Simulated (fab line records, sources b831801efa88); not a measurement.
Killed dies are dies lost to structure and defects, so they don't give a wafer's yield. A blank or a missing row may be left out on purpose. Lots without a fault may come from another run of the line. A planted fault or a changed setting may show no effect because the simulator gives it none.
A struck lot beside a sound one | flow gf180mcu | 18 steps out of a route of 602
Sound: wafers L397.2, L397.5, L397.6. Struck: wafers L386.1, L386.3, L386.6. The cause comes at the end.
At each step with rows: each side's tool, then ch and its chambers, then its first start. Under that, the readings that differ: sound wafers | struck wafers | difference of the means | sigmas: that difference in standard deviations of wafers without a fault.
alike: readings whose means differ by less than 2 such deviations, and words and numbers that are the same on both sides. not compared: withheld readings, readings that some wafer has no value for, bounds like >300 that may hide the same value, and numbers for which the record gives no deviation and whose values overlap.
The two part at a step that has a row with sigmas, a row that says differs or no value, or rows on one side only. Numbers that don't overlap but have no deviation are shown without sigmas and don't part them. A reading that every wafer of one side lacks parts them only if that side has two wafers or more.

first, 2 steps without rows for these wafers: GF_CONTACT_PEB_12 (peb time 90 s); GF_CONTACT_DEVELOP_13 (develop time 60 s).
GF_CONTACT_CD_MEAS_14: target cd 220 nm.
  sound on cd_sem-02, day 22 14:38; struck on cd_sem-02, day 19 00:38
  alike: cd_nm
GF_CONTACT_OVL_MEAS_15:
  sound on overlay-01, day 22 14:45; struck on overlay-02, day 19 00:46
  alike: CONTACT_OVL
GF_CONTACT_ETCH_16: etches BARC in N2/H2.
  sound on rie_diel-03 ch 0,2,3, day 22 14:47; struck on rie_diel-03 ch 0,2, day 19 00:48
  alike: drypump_motor_current_A, oes_product_au, throttle_valve_pct
then, 1 step without rows for these wafers: GF_CONTACT_ETCH_17 (etches SiO2 in C4F8/O2/Ar, stops on CoSi2, target depth 860 nm).
GF_CONTACT_STRIP_18: strips in O2/N2.
  sound on plasma_asher-03 ch 0,1, day 22 14:56; struck on plasma_asher-03 ch 0,1, day 19 00:58
  alike: drypump_motor_current_A, heater_power_w, o2_flow_sccm, oes_product_au
  not compared: rf_hours_counter_h
then, 3 steps without rows for these wafers: GF_CONTACT_CLEAN_19 (cleans in SPM); GF_CONTACT_CLEAN_20 (cleans in DIW); GF_CONTACT_CLEAN_21 (cleans in dHF, time 20 s).
GF_CONTACT_SPUTTER_22: material Ti, target thk 15 nm, time 80.02 s.
  sound on pvd_sputter-03, day 22 15:15; struck on pvd_sputter-04, day 19 01:23
  alike: chamber_pressure_pa, substrate_temp_c, throttle_valve_pct
GF_CONTACT_SPUTTER_23: material TiN, target thk 10 nm, time 40 s.
  sound on pvd_sputter-03, day 22 15:19; struck on pvd_sputter-04, day 19 01:26
  alike: chamber_pressure_pa, throttle_valve_pct
GF_CONTACT_CVD_24: deposits W, target thk 300 nm, time 90.339 s.
  sound on cvd_w-01 ch 0,1, day 22 15:21; struck on cvd_w-01 ch 0,1, day 19 01:29
  reading                               | sound                | struck               | difference | sigmas
  susceptor_temp_C (C)                  | 400.00 400.18 400.37 | 392.78 392.41 392.74 | -7.54      | -36
  model.W_of_CONTACT_CVD_24.thk_nm (nm) | 290.6 292.4 294.2    | 254.4 251.4 253.4    | -39.3      |
  alike: heater_power_w
  not compared: since_wet_clean_h
GF_CONTACT_RS_MEAS_25: measures by four-point-probe.
  sound on film_metro-04, day 22 15:29; struck on film_metro-03, day 19 01:35
  reading               | sound             | struck            | difference | sigmas
  CONTACT_W_RS (ohm/sq) | 0.395 0.392 0.390 | 0.453 0.458 0.455 | +0.063     | +10
GF_CONTACT_THK_MEAS_26: measures by xrf.
  sound on film_metro-04, day 22 15:36; struck on film_metro-03, day 19 01:42
  reading            | sound       | struck      | difference | sigmas
  CONTACT_W_THK (nm) | 291 294 295 | 258 254 256 | -37        | -7
GF_CONTACT_CMP_27: polishes, stops on SiO2, t overpolish 15 s, target thk 0 nm.
  sound on cmp-01 ch 0,1,2, day 22 15:53; struck on cmp-01 ch 1,2,3, day 19 01:49
  reading                | sound    | struck   | difference | sigmas
  time_to_endpoint_s (s) | 72 72 79 | 63 58 61 | -14        | -4
  alike: motor_current_A
GF_M1_SPUTTER_00: material Ti, target thk 37.5 nm, time 150 s.
  sound on pvd_sputter-03, day 22 16:05; struck on pvd_sputter-01, day 19 02:04
  alike: chamber_pressure_pa, substrate_temp_c, throttle_valve_pct
then, 1 step without rows for these wafers: GF_PASSIVATION_PROBE_99.

WHERE THEY PART
First at GF_CONTACT_CVD_24; last, within this record, at GF_CONTACT_CMP_27. Later steps at which nothing parts them and some readings are alike: GF_M1_SPUTTER_00.

WHY: what the simulator had put in
Process parameter drift: cvd_w-01, from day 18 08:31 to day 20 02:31, at GF_CONTACT_CVD_24. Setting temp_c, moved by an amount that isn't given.
